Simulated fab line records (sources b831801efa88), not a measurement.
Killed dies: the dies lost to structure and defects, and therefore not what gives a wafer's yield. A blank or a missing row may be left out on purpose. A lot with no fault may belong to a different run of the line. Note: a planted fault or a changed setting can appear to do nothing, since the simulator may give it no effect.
fab line records	flow sky130
[record] lots = 5	wafers = 15	lastDay = 49
route steps=708 shown METAL3@563 VIA3@573 METAL4@598 CAP2M@603 PAD_OPEN@708
lots that met no fault: taken from a fault-free run of the same line
startH: the number of hours between the record's first day and the start of the first shown wafer of the lot	waitH: time in hours since the lot's previous step	" as in the row above	L1.1+2: a single row standing in for several wafers	- no value present, or no start provided	* or withheld: withheld	< > ~ a bound
route shown NAME@n: a module of which the file shows steps, and the number in the route of the first	usual: the fault-free wafers' mean and standard deviation	same: alike in all rows	chamber/n: place in a boat	sites: per-site readings	_std_site: standard deviation of those values	_edge_site: inner sites' mean taken away from outer sites' mean	radiusMm: how far each site lies from the wafer's centre	mask NAME#n: copy n	behind: tool/chamber where the wafer was last shaped	hold: what put the lot on hold/how long, in hours/how the hold closed	device: whichever transistor did not switch (one of n, p or np)	end of line: at the end of the route, the tests of the same wafers	a step given without rows: its recipe and nothing more	killed: the dies lost at the first sort to structure and to defects; this is not the yield of the wafer	map: per-die view of a wafer (x killed, . not killed, _ where there is no die)
set.NAME: the setting as run; set.NAME@STEP: as run at that earlier step	model.NAME: the simulator's own value behind a step, which no gauge read
lots seen at some steps along the route; tables by step, rows by wafer
services: the hour from which a tool's chamber was out of use, counted from the record's first day as startH (under 0 if before that day), plus the number of hours and why
[[steps]]
[step SKY_METAL3_CD_MEAS_13]
[recipe] targetCdNm = 300
[usual] cdNm = 299.7/1.3
lot.wafer	tool	chamber	startH	waitH	cdNm
L189.3	cdSem-01	-	974.23	-	299.4
L189.4	"	-	"	"	299.9
L189.5	"	-	"	"	297.5
L191.1	cdSem-01	-	986.95	-	298.8
L191.2	"	-	"	"	299.3
L191.4	"	-	"	"	299.1
L193.1	cdSem-01	-	1007.89	-	300.2
L193.3	"	-	"	"	301.0
L193.5	"	-	"	"	299.8
L197.2	cdSem-02	-	1030.70	-	299.5
L197.3	"	-	"	"	300.9
L197.6	"	-	"	"	300.7
L196.2	cdSem-02	-	1031.75	-	301.0
L196.5	"	-	"	"	301.0
L196.6	"	-	"	"	300.7
[step SKY_METAL3_OVL_MEAS_14]
[usual] METAL3_OVL = 0/5.2
lot.wafer	tool	chamber	startH	waitH	METAL3_OVL[nm]
L189.3	overlay-01	-	974.32	0.1	0
L189.4	"	-	"	"	0
L189.5	"	-	"	"	-3
L191.1	overlay-02	-	987.07	0.1	-7
L191.2	"	-	"	"	-4
L191.4	"	-	"	"	-3
L193.1	overlay-02	-	1008.01	0.1	-6
L193.3	"	-	"	"	-5
L193.5	"	-	"	"	-4
L197.2	overlay-02	-	1030.80	0.1	-7
L197.3	"	-	"	"	-5
L197.6	"	-	"	"	4
L196.2	overlay-02	-	1031.85	0.1	3
L196.5	"	-	"	"	-4
L196.6	"	-	"	"	-3
[step SKY_METAL3_DESCUM_15]
[recipe] chemistry = O2	sourcePowerW = 150	biasPowerW = 0	pressureMtorr = 10	tempC = 40	timeS = 8
[usual] drypumpMotorCurrentA = 5.9/0.34	oesProductAu = 0.997/0.0084	tempC = 40.00/0.12
lot.wafer	tool	chamber	startH	waitH	drypumpMotorCurrentA	oesProductAu	rfHoursCounterH	tempC
L189.3	rieMetal-03	0	974.35	0.0	5.5	0.992	-	39.91
L189.4	"	1	"	"	6.4	0.995	-	40.15
L189.5	"	1	"	"	6.4	0.996	-	40.19
L191.1	rieMetal-02	0	987.11	0.0	5.6	1.000	13	40.06
L191.2	"	1	"	"	6.0	0.989	7	39.91
L191.4	"	1	"	"	6.0	0.992	-	40.10
L193.1	rieMetal-04	1	1008.04	0.0	6.0	1.002	6	40.12
L193.3	"	0	"	"	6.3	1.000	-	39.92
L193.5	"	0	"	"	6.3	1.008	-	39.93
L197.2	rieMetal-02	1	1030.83	0.0	6.0	0.986	9	39.87
L197.3	"	1	"	"	6.0	0.975	-	39.89
L197.6	"	1	"	"	6.0	0.972	-	39.96
L196.2	rieMetal-02	0	1031.88	0.0	5.6	0.989	15	39.98
L196.5	"	0	"	"	5.6	0.985	-	40.00
L196.6	"	1	"	"	6.0	0.991	-	40.18
[step SKY_METAL3_ETCH_16]
[recipe] chemistry = N2/H2	target = BARC	ionEnergyEv = 200	biasW = 100	pressureMtorr = 30	n2FlowSccm = 100	h2FlowSccm = 200	icpW = 500	stopOn = SiO2	timeS = 88.2	targetDepthA = 600
[step SKY_METAL3_ETCH_17]
[recipe] target = SiO2	stopOn = TiN	chemistry = C4F8/O2/Ar	sourceW = 1500	biasW = 1200	pressureMtorr = 40	c4f8FlowSccm = withheld	O2_flow_sccm = 6	Ar_flow_sccm = 300	timeS = 3.9	targetDepthA = 150
[step SKY_METAL3_METAL_ETCH_18]
[recipe] targetDepthA = 8450	stopOn = SiO2	overEtchFrac = 0.3	timeS = 183.1	chemistry = Cl2/BCl3	resistSidewallDeg = 88	pressureMtorr = 10.48	icpW = 900	biasW = 48.5	Cl2_flow_sccm = 60	bcl3FlowSccm = 30
[step SKY_METAL3_STRIP_19]
[recipe] chemistry = O2/N2	powerW = 1400	pressureMtorr = 1500	platenTempC = withheld	o2FlowSccm = 3000	n2FlowSccm = 300	overashFraction = 0.5
[step SKY_METAL3_STRIP_20]
[recipe] chemistry = postEtchResidueRemover	timeS = 1200	tempC = 72.5
[step SKY_METAL3_CLEAN_21]
[recipe] chemistry = IPA	timeS = 180	tempC = 25
[step SKY_METAL3_CLEAN_22]
[recipe] chemistry = O3/DIW	dry = n2Spin
[step SKY_VIA3_HDPCVD_00]
[recipe] material = SiO2	targetThkNm = 1635	sigmaOpenFrac = 0.3	timeS = 272.5	tempC = 400	sih4FlowSccm = 60	pressureMtorr = 6
[step SKY_VIA3_THK_MEAS_01]
[recipe] reads = SiO2_of_VIA3_HDPCVD_00
[usual] VIA3_HDPCVD_THK = 1637/18
lot.wafer	tool	chamber	startH	waitH	VIA3_HDPCVD_THK[nm]
L189.3	filmMetro-02	-	975.45	0.1	1622
L189.4	"	-	"	"	1635
L189.5	"	-	"	"	1632
L191.1	filmMetro-04	-	988.26	0.1	1640
L191.2	"	-	"	"	1645
L191.4	"	-	"	"	1647
L193.1	filmMetro-04	-	1009.14	0.1	1647
L193.3	"	-	"	"	1639
L193.5	"	-	"	"	1653
L197.2	filmMetro-02	-	1031.93	0.1	1605
L197.3	"	-	"	"	1605
L197.6	"	-	"	"	1623
L196.2	filmMetro-04	-	1033.14	0.3	1647
L196.5	"	-	"	"	1639
L196.6	"	-	"	"	1640
[step SKY_VIA3_CMP_02]
[recipe] material = SiO2	downForcePsi = 4	platenRpm = 60	padVelocityMS = 0.94248
[usual] motorCurrentA = 12.7/1
lot.wafer	tool	chamber	startH	waitH	motorCurrentA	model.SiO2_of_VIA3_HDPCVD_00.thkNm
L189.4	cmp-02	1	975.49	0.0	13.2	465.3
L189.3	"	0	"	"	10.8	463.4
L189.5	"	2	"	"	13.5	464.7
L191.4	cmp-01	3	988.32	0.0	11.7	464.9
L191.2	"	0	"	"	12.5	464
L191.1	"	1	"	"	13.7	465.8
L193.1	cmp-02	3	1009.25	0.1	11.7	465.9
L193.3	"	0	"	"	10.8	465.1
L193.5	"	2	"	"	13.3	464.9
L197.3	cmp-02	3	1032.03	0.1	11.7	464.8
L197.2	"	1	"	"	12.3	418.4
L197.6	"	3	"	"	11.5	465.6
L196.2	cmp-01	3	1033.24	0.1	11.7	465.1
L196.6	"	2	"	"	13.3	465.6
L196.5	"	3	"	"	12.8	464.1
[step SKY_VIA3_BOW_MEAS_03]
[recipe] mode = bow
[usual] VIA3_BOW = 80/7.3
lot.wafer	tool	chamber	startH	waitH	hold	VIA3_BOW[um]
L189.3	filmMetro-04	-	975.83	0.1	-	99
L189.4	"	-	"	"	-	94
L189.5	"	-	"	"	-	82
L191.1	filmMetro-01	-	988.62	0.1	-	84
L191.2	"	-	"	"	-	76
L191.4	"	-	"	"	-	93
L193.1	filmMetro-04	-	1009.50	0.2	-	89
L193.3	"	-	"	"	-	80
L193.5	"	-	"	"	-	80
L197.2	filmMetro-04	-	1032.30	0.1	awaitDispo/0.2h/release	77
L197.3	"	-	"	"	awaitDispo/0.2h/release	76
L197.6	"	-	"	"	awaitDispo/0.2h/release	80
L197.2	filmMetro-04	-	1032.61	0.3	-	-
L197.3	"	-	"	"	-	-
L197.6	"	-	"	"	-	-
L196.2	filmMetro-02	-	1033.57	0.3	-	75
L196.5	"	-	"	"	-	79
L196.6	"	-	"	"	-	85
[step SKY_VIA3_HMDS_05]
[recipe] primeTimeS = 60	primeTempC = 120
[step SKY_VIA3_COAT_06]
[recipe] resist = BARC	tempC = withheld	timeS = withheld	spinRpm = 3000	resistThkNm = 60
[step SKY_VIA3_COAT_07]
[recipe] resist = KrF-thick	spinRpm = 3000	resistThkNm = 450
[step SKY_VIA3_SOFTBAKE_08]
[recipe] tempC = 100	timeS = 90	resist = KrF-thick
[step SKY_VIA3_EXPOSE_09]
[recipe] maskId = VIM3	na = 0.8	sourceShape = annular	sigmaInner = 0.55	sigmaOuter = 0.85	targetCdNm = 200	doseMj = 38
[step SKY_VIA3_PEB_10]
[recipe] pebTempC = withheld	pebTimeS = withheld	resist = KrF-thick
[step SKY_VIA3_DEVELOP_11]
[recipe] developTimeS = 60	resist = KrF-thick	devTempC = 21
[step SKY_VIA3_CD_MEAS_12]
[recipe] targetCdNm = 200
[usual] cdNm = 200.2/1.4
lot.wafer	tool	chamber	startH	waitH	cdNm
L189.3	cdSem-01	-	998.48	-	201.1
L189.4	"	-	"	"	201.6
L189.5	"	-	"	"	201.7
L191.1	cdSem-01	-	1012.56	-	199.5
L191.2	"	-	"	"	199.1
L191.4	"	-	"	"	200.5
L193.1	cdSem-01	-	1032.09	-	201.3
L193.3	"	-	"	"	201.9
L193.5	"	-	"	"	200.9
L197.2	cdSem-01	-	1054.54	-	201.5
L197.3	"	-	"	"	202.0
L197.6	"	-	"	"	200.8
L196.2	cdSem-02	-	1055.29	-	198.7
L196.5	"	-	"	"	198.5
L196.6	"	-	"	"	200.4
[step SKY_VIA3_OVL_MEAS_13]
[usual] VIA3_OVL = -1/6.4
lot.wafer	tool	chamber	startH	waitH	VIA3_OVL[nm]
L189.3	overlay-01	-	998.57	0.1	8
L189.4	"	-	"	"	6
L189.5	"	-	"	"	2
L191.1	overlay-02	-	1012.68	0.1	-12
L191.2	"	-	"	"	-1
L191.4	"	-	"	"	0
L193.1	overlay-02	-	1032.21	0.1	-2
L193.3	"	-	"	"	-2
L193.5	"	-	"	"	-1
L197.2	overlay-01	-	1054.65	0.1	3
L197.3	"	-	"	"	1
L197.6	"	-	"	"	5
L196.2	overlay-01	-	1055.40	0.1	-5
L196.5	"	-	"	"	-1
L196.6	"	-	"	"	0
[step SKY_VIA3_ETCH_14]
[recipe] chemistry = N2/H2	target = BARC	ionEnergyEv = 200	sourceW = 500	biasW = 100	pressureMtorr = 30	n2FlowSccm = 100	h2FlowSccm = 200	stopOn = SiO2	timeS = 45.9	targetDepthA = 600
[step SKY_VIA3_ETCH_15]
[recipe] target = SiO2	chemistry = C4F8/O2/Ar	targetDepthNm = 507	stopOn = TiN	maskMaterial = KrF-thick	sourceW = 1500	biasW = 1200	pressureMtorr = 40	c4f8FlowSccm = withheld	O2_flow_sccm = 6	Ar_flow_sccm = 300	timeS = 78
[usual] oesProductAu = 0.946/0.0047
lot.wafer	tool	chamber	startH	waitH	oesProductAu	rfHoursCounterH	model.etch.depthNm	model.VIA3.featureDepthNm
L189.3	rieDiel-01	1	998.63	0.0	0.952	8	463.4	463.4
L189.4	"	0	"	"	0.940	7	465.3	465.3
L189.5	"	0	"	"	0.940	-	464.7	464.7
L191.1	rieDiel-02	3	1012.76	0.0	0.940	8	465.8	465.8
L191.2	"	0	"	"	0.946	23	464	464
L191.4	"	2	"	"	0.946	-	464.9	464.9
L193.1	rieDiel-03	1	1032.29	0.0	0.943	20	465.9	465.9
L193.3	"	3	"	"	0.943	16	465.1	465.1
L193.5	"	3	"	"	0.955	-	464.9	464.9
L197.2	rieDiel-03	3	1054.72	0.0	0.894	16	418.4	418.4
L197.3	"	2	"	"	0.949	10	464.8	464.8
L197.6	"	3	"	"	0.945	-	465.6	465.6
L196.2	rieDiel-03	1	1055.47	0.0	0.943	21	465.1	465.1
L196.5	"	1	"	"	0.942	-	464.1	464.1
L196.6	"	0	"	"	0.944	-	465.6	465.6
[step SKY_VIA3_STRIP_16]
[recipe] chemistry = O2/N2	powerW = 1400	pressureMtorr = 1500	platenTempC = withheld	o2FlowSccm = 3000	n2FlowSccm = 300	overashFraction = 0.5
[step SKY_VIA3_STRIP_17]
[recipe] chemistry = postEtchResidueRemover	timeS = 1200	tempC = 72.5
[step SKY_VIA3_CLEAN_18]
[recipe] chemistry = IPA	timeS = 180	tempC = 25
[step SKY_VIA3_CLEAN_19]
[recipe] chemistry = O3/DIW	dry = n2Spin
[step SKY_VIA3_SPUTTER_20]
[recipe] material = TiN	targetThkNm = 20	chamberPressurePa = 5	powerW = 4000	timeS = 80
[step SKY_VIA3_CVD_21]
[recipe] material = W	targetThkNm = 390	timeS = 117.31	tempC = 400	pressureTorr = 40
[usual] heaterPowerW = 857/20
lot.wafer	tool	chamber	startH	waitH	heaterPowerW
L189.3	cvdW-01	1	999.42	0.1	847
L189.4	"	0	"	"	848
L189.5	"	0	"	"	852
L191.1	cvdW-01	1	1013.49	0.0	872
L191.2	"	0	"	"	867
L191.4	"	0	"	"	864
L193.1	cvdW-02	1	1033.00	0.0	886
L193.3	"	0	"	"	856
L193.5	"	1	"	"	867
L197.2	cvdW-01	0	1055.46	0.0	863
L197.3	"	0	"	"	859
L197.6	"	1	"	"	835
L196.2	cvdW-02	1	1056.70	0.0	879
L196.5	"	0	"	"	854
L196.6	"	1	"	"	878
[step SKY_VIA3_RS_MEAS_22]
[recipe] thkMeasGauge = four-point-probe	reads = W_of_VIA3_CVD_21+TiN_of_VIA3_SPUTTER_20
[usual] VIA3_W_RS = 0.292/0.0044
lot.wafer	tool	chamber	startH	waitH	VIA3_W_RS[ohm/sq]
L189.3	filmMetro-04	-	999.54	0.1	0.287
L189.4	"	-	"	"	0.296
L189.5	"	-	"	"	0.295
L191.1	filmMetro-01	-	1013.62	0.1	0.287
L191.2	"	-	"	"	0.293
L191.4	"	-	"	"	0.293
L193.1	filmMetro-04	-	1033.19	0.2	0.288
L193.3	"	-	"	"	0.294
L193.5	"	-	"	"	0.292
L197.2	filmMetro-01	-	1055.60	0.1	0.299
L197.3	"	-	"	"	0.300
L197.6	"	-	"	"	0.296
L196.2	filmMetro-01	-	1056.86	0.1	0.290
L196.5	"	-	"	"	0.302
L196.6	"	-	"	"	0.294
[step SKY_VIA3_THK_MEAS_23]
[recipe] thkMeasGauge = xrf	reads = W_of_VIA3_CVD_21
[usual] VIA3_W_THK = 379/7.5
lot.wafer	tool	chamber	startH	waitH	VIA3_W_THK[nm]
L189.3	filmMetro-04	-	999.64	0.1	387
L189.4	"	-	"	"	374
L189.5	"	-	"	"	378
L191.1	filmMetro-01	-	1013.74	0.1	382
L191.2	"	-	"	"	374
L191.4	"	-	"	"	372
L193.1	filmMetro-04	-	1033.31	0.1	381
L193.3	"	-	"	"	376
L193.5	"	-	"	"	381
L197.2	filmMetro-01	-	1055.71	0.1	368
L197.3	"	-	"	"	367
L197.6	"	-	"	"	372
L196.2	filmMetro-01	-	1056.97	0.1	374
L196.5	"	-	"	"	365
L196.6	"	-	"	"	372
[step SKY_VIA3_CMP_24]
[recipe] stopOn = SiO2	tOverpolishS = 20	downForcePsi = 3.5	platenRpm = 60	targetThkNm = 0	padVelocityMS = 0.94248
[usual] motorCurrentA = 11.4/1
lot.wafer	tool	chamber	startH	waitH	motorCurrentA
L189.3	cmp-02	3	999.68	0.0	10.4
L189.4	"	1	"	"	12.3
L189.5	"	3	"	"	10.3
L191.4	cmp-01	2	1013.80	0.0	12.2
L191.1	"	3	"	"	12.2
L191.2	"	0	"	"	11.1
L193.1	cmp-02	2	1033.37	0.1	12.2
L193.3	"	0	"	"	9.7
L193.5	"	2	"	"	11.9
L197.3	cmp-02	0	1055.76	0.0	10.0
L197.2	"	1	"	"	11.8
L197.6	"	1	"	"	12.1
L196.2	cmp-01	1	1057.02	0.0	12.3
L196.6	"	1	"	"	12.5
L196.5	"	2	"	"	12.7
[step SKY_METAL4_SPUTTER_00]
[recipe] material = Ti	targetThkNm = 15	powerW = 3000	timeS = 10	chamberPressurePa = 0.4
[usual] cathodeDcPowerW = 3000.1/0.54	throttleValvePct = 30.0/0.96
lot.wafer	tool	chamber	startH	waitH	cathodeDcPowerW	throttleValvePct
L189.3	pvdSputter-04	-	999.98	0.2	2999.8	29.6
L189.4	"	-	"	"	3000.7	30.5
L189.5	"	-	"	"	3000.0	30.0
L191.1	pvdSputter-02	-	1014.10	0.2	3000.6	28.4
L191.2	"	-	"	"	2999.9	30.6
L191.4	"	-	"	"	3001.2	29.4
L193.1	pvdSputter-04	-	1033.67	0.2	2999.9	30.3
L193.3	"	-	"	"	3000.4	30.0
L193.5	"	-	"	"	2999.8	30.6
L197.2	pvdSputter-02	-	1056.06	0.2	3000.5	29.6
L197.3	"	-	"	"	2999.7	29.6
L197.6	"	-	"	"	3000.4	29.5
L196.2	pvdSputter-02	-	1057.32	0.2	2999.2	29.8
L196.5	"	-	"	"	3000.0	28.8
L196.6	"	-	"	"	3000.6	29.5
[step SKY_METAL4_SPUTTER_01]
[recipe] material = TiN	targetThkNm = 20	powerW = 6500	timeS = 16.7	chamberPressurePa = 0.4
[usual] cathodeDcPowerW = 6499.8/1.2	throttleValvePct = 30.1/0.94
lot.wafer	tool	chamber	startH	waitH	cathodeDcPowerW	throttleValvePct
L189.3	pvdSputter-04	-	1000.00	0.0	6500.9	29.7
L189.4	"	-	"	"	6499.8	30.7
L189.5	"	-	"	"	6500.0	30.3
L191.1	pvdSputter-02	-	1014.12	0.0	6499.9	28.4
L191.2	"	-	"	"	6501.3	31.1
L191.4	"	-	"	"	6501.6	29.9
L193.1	pvdSputter-04	-	1033.69	0.0	6498.5	30.0
L193.3	"	-	"	"	6499.0	29.8
L193.5	"	-	"	"	6499.1	30.6
L197.2	pvdSputter-02	-	1056.08	0.0	6500.1	29.2
L197.3	"	-	"	"	6499.8	29.7
L197.6	"	-	"	"	6497.3	29.5
L196.2	pvdSputter-02	-	1057.34	0.0	6498.4	29.6
L196.5	"	-	"	"	6500.5	28.6
L196.6	"	-	"	"	6499.6	29.4
[step SKY_METAL4_SPUTTER_02]
[recipe] material = AlCu	targetThkNm = 735	powerW = 10600	timeS = 39.1	chamberPressurePa = 0.4
[step SKY_METAL4_SPUTTER_03]
[recipe] material = Ti	targetThkNm = 5	powerW = 3000	timeS = 3.365	chamberPressurePa = 0.4
[step SKY_METAL4_SPUTTER_04]
[recipe] material = TiN	targetThkNm = 70	powerW = 6500	timeS = 58.3	chamberPressurePa = 0.4
[step SKY_CAP2M_CVD_00]
[recipe] material = SiO2	targetThkNm = 15.5	tempC = 400	timeS = withheld	rfW = 450
[step SKY_CAP2M_THK_MEAS_01]
[recipe] reads = SiO2_of_CAP2M_CVD_00
[usual] CAP2M_CVD_00_THK = 15.49/0.22
lot.wafer	tool	chamber	startH	waitH	CAP2M_CVD_00_THK[nm]
L189.3	filmMetro-03	-	1000.19	-	15.54
L189.4	"	-	"	"	15.36
L189.5	"	-	"	"	15.62
L191.1	filmMetro-02	-	1014.27	-	15.37
L191.2	"	-	"	"	15.55
L191.4	"	-	"	"	15.80
L193.1	filmMetro-03	-	1033.84	-	15.45
L193.3	"	-	"	"	15.64
L193.5	"	-	"	"	15.59
L197.2	filmMetro-03	-	1056.24	-	15.08
L197.3	"	-	"	"	14.92
L197.6	"	-	"	"	15.18
L196.2	filmMetro-03	-	1057.51	-	15.32
L196.5	"	-	"	"	15.60
L196.6	"	-	"	"	15.42
[step SKY_METAL4_METAL_ETCH_18]
[recipe] targetDepthA = 8450	stopOn = SiO2	overEtchFrac = 0.3	timeS = 183.1	chemistry = Cl2/BCl3	resistSidewallDeg = 88	pressureMtorr = 10	icpW = 900	biasW = 48.5	Cl2_flow_sccm = 60	bcl3FlowSccm = 30
[usual] drypumpMotorCurrentA = 5.8/0.44	oesProductAu = 0.867/0.0068	throttleValvePct = 22.265/0.0094
lot.wafer	tool	chamber	startH	waitH	drypumpMotorCurrentA	oesProductAu	rfHoursCounterH	throttleValvePct	model.SiO2_of_VIA3_HDPCVD_00.thkNm
L189.3	rieMetal-04	0	1045.53	0.1	6.3	0.874	-	22.254	433.5
L189.4	"	1	"	"	6.0	0.871	-	22.260	435.7
L189.5	"	0	"	"	6.4	0.861	-	22.254	434.9
L191.1	rieMetal-03	1	1060.04	0.0	6.3	0.870	21	22.251	436.2
L191.2	"	0	"	"	5.4	0.863	2	22.283	434.4
L191.4	"	0	"	"	5.5	0.858	-	22.268	435.3
L193.1	rieMetal-04	1	1078.18	0.0	6.0	0.867	11	22.272	436
L193.3	"	1	"	"	6.0	0.867	-	22.266	435.4
L193.5	"	1	"	"	6.0	0.869	-	22.256	435.1
L197.2	rieMetal-03	0	1098.64	0.0	5.4	0.874	5	22.259	388.7
L197.3	"	1	"	"	6.3	0.864	-	22.249	435.1
L197.6	"	1	"	"	6.4	0.868	-	22.246	435.6
L196.2	rieMetal-03	1	1100.90	0.0	6.4	0.871	24	22.270	435.4
L196.5	"	0	"	"	5.4	0.869	-	22.264	434.5
L196.6	"	1	"	"	6.3	0.867	-	22.276	435.7
[step SKY_PAD_OPEN_PROBE_99]
[usual] defectLimitedYield = 82.5/1.8	killed_at_M0_to_M3 = 43/5.9	killed_at_M4_up = 3.3/1.9	killedAtContacts = 24/5.6	killedAtFrontEnd = 15/4.1	killedAtOther = 0.4/0.66	killedDies = 86/9	killedOpen = 47/6.9	killedShort = 39/6.2	sort_bin_3_pad_short = 0.9/0.45	sort_bin_5_function = 10.3/1.4	sort_bin_6_memory = 6.3/1.2	sortNPass = 406/9	sortYieldPct = 82.5/1.8
[same] grossDies = 492	killedAtBackSide = 0	sort_bin_4_leakage[%] = 0	sort_bin_8_speed[%] = 0
lot.wafer	tool	chamber	startH	waitH	defectLimitedYield[%]	killed_at_M0_to_M3	killed_at_M4_up	killedAtContacts	killedAtFrontEnd	killedAtOther	killedDies	killedOpen	killedShort	sort_bin_3_pad_short[%]	sort_bin_5_function[%]	sort_bin_6_memory[%]	sortNPass	sortYieldPct[%]
L193.1	prober-02	-	1160.45	0.1	84.1	37	1	25	15	0	78	40	38	0.6	10.2	5.1	414	84.1
L193.3	prober-02	-	1160.55	0.2	83.3	37	6	21	17	1	82	38	44	0.2	10.2	6.3	410	83.3
L193.5	prober-02	-	1160.65	0.2	80.1	43	5	27	23	0	98	60	38	1.0	11.0	7.9	394	80.1
// killed by level:class
L193.1 CONTACT:geometricParticle:open=11 METAL1:geometricParticle:short=8 FIELD_ISO:geometricParticle:open=6 METAL2:geometricParticle:short=5 VIA3:geometricParticle:open=5 LI_CONTACT:geometricParticle:open=4 LOCAL_INTERCONNECT:geometricParticle:short=4 CONTACT:geometricParticle:short=4
L193.3 VIA2:geometricParticle:open=8 LI_CONTACT:geometricParticle:open=7 CONTACT:geometricParticle:open=7 CONTACT:geometricParticle:short=6 VIA1:geometricParticle:short=6 METAL1:geometricParticle:short=6 METAL2:geometricParticle:short=6 FIELD_ISO:geometricParticle:short=5
L193.5 CONTACT:geometricParticle:open=17 VIA3:geometricParticle:open=11 METAL2:geometricParticle:short=10 POLY_GATE:geometricParticle:short=6 VIA1:geometricParticle:open=6 FIELD_ISO:geometricParticle:open=5 LI_CONTACT:geometricParticle:open=4 CONTACT:geometricParticle:short=4
[[services]]
tool	chamber	startH	hours	kind
pvdSputter-04	-	950.55	2.1	repair
cmp-02	-	952.55	3.2	repair
cmp-01	-	974.46	7.8	pm
rieDiel-03	-	984.63	14.6	pm
cmp-01	-	993.49	5.3	pm
cmp-01	-	999.10	0.8	repair
cmp-02	-	1002.83	0.5	repair
rieDiel-03	3	1003.34	2.5	repair
rieDiel-03	-	1005.58	0.5	repair
cmp-02	-	1010.64	2.9	pm
cvdW-02	-	1014.34	1.5	repair
cvdW-02	-	1037.16	1.9	repair
pvdSputter-02	-	1037.95	4.3	repair
cmp-02	-	1042.75	1.0	repair
rieMetal-03	-	1044.60	2.8	pm
cmp-02	-	1046.24	1.6	repair
pvdSputter-02	-	1047.86	3.3	repair
rieMetal-04	-	1060.83	1.4	pm
cmp-02	-	1062.38	0.8	repair
rieMetal-04	1	1066.61	1.7	repair
rieDiel-03	1	1068.59	32.8	repair
cmp-01	-	1084.24	4.0	pm
pvdSputter-04	-	1098.44	3.5	repair
cvdW-01	-	1098.57	2.3	repair
[[key]]
[firstSign] step = SKY_VIA3_BOW_MEAS_03	reading = visit	direction = added
[effect] step = SKY_VIA3_ETCH_15	reading = oesProductAu	direction = down	sigmas = 11	usual = 0.946	struck = 0.894
[modelEffect] step = SKY_VIA3_CMP_02	value = SiO2_of_VIA3_HDPCVD_00.thkNm	without = 464.9	struck = 418.4
[modelEffect] step = SKY_VIA3_ETCH_15	value = etch.depthNm	without = 464.9	struck = 418.4
[modelEffect] step = SKY_METAL4_METAL_ETCH_18	value = SiO2_of_VIA3_HDPCVD_00.thkNm	without = 435.2	struck = 388.7
metAt SKY_VIA3_CMP_02
struckWafers L197.2
onsetBetween 975.49 1032.03
[fault] kind = processParameterDrift	tool = cmp-02	chamber = 1	onsetH = 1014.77	steps = SKY_VIA3_CMP_02	channel = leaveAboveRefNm	offset = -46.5	shape = step	endH = 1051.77	actsIn = theseRecipesOnly	stated = 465
